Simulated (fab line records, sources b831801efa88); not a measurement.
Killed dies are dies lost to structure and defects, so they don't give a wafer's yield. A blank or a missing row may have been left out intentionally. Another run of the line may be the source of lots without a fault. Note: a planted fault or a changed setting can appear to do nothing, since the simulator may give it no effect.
Matching of chambers ; flow gf180mcu ; 4 sister chambers for GF_V5_CMP_04 on cmp-01
The step polishes SiO2. 4 wafers are shown with their chamber, then 12 later ones without.

EACH WAFER AND ITS CHAMBER
wafer;chamber;motor_current_A (A)
L091.4;0;12.9
L093.1;1;11.3
L093.2;3;11.7
L093.4;2;11.2

WAFERS WHOSE CHAMBER IS MISSING
wafer;motor_current_A (A)
L094.2;11.9
L094.4;11.1
L094.6;13.3
L095.3;13.0
L095.4;11.3
L095.5;13.2
L096.4;12.4
L096.5;12.8
L096.6;11.2
L097.2;11.2
L097.3;12.3
L097.5;12.9

WHICH CHAMBER EACH ONE RAN IN
wafer;from the rows above;in truth
L094.2;can't be placed: 3 or 1 or 2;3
L094.4;can't be placed: 2 or 1 or 3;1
L094.6;0;0
L095.3;0;0
L095.4;can't be placed: 1 or 2 or 3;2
L095.5;0;0
L096.4;can't be placed: 0 or 3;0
L096.5;0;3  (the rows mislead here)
L096.6;can't be placed: 2 or 1 or 3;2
L097.2;can't be placed: 2 or 1 or 3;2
L097.3;can't be placed: 0 or 3 or 1 or 2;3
L097.5;0;0
Correctly placed: 4 of 12. Unplaceable from these rows: 7, with the true chamber sitting among the candidates in 7. Number placed wrongly: 1.
How it was worked out, from the rows above alone: a wafer's distance from a chamber is the root of the sum, over the readings, of the square of ((its reading less the chamber's mean) divided by the reading's scatter). The wafer belongs to the nearest chamber; if the next one is less than 2 further off, it can't be placed. The mean given for a chamber averages the wafers shown for that chamber. The scatter: with one shown wafer a chamber, the root of the mean of the squares of how far each hidden wafer lies from its nearest shown one.
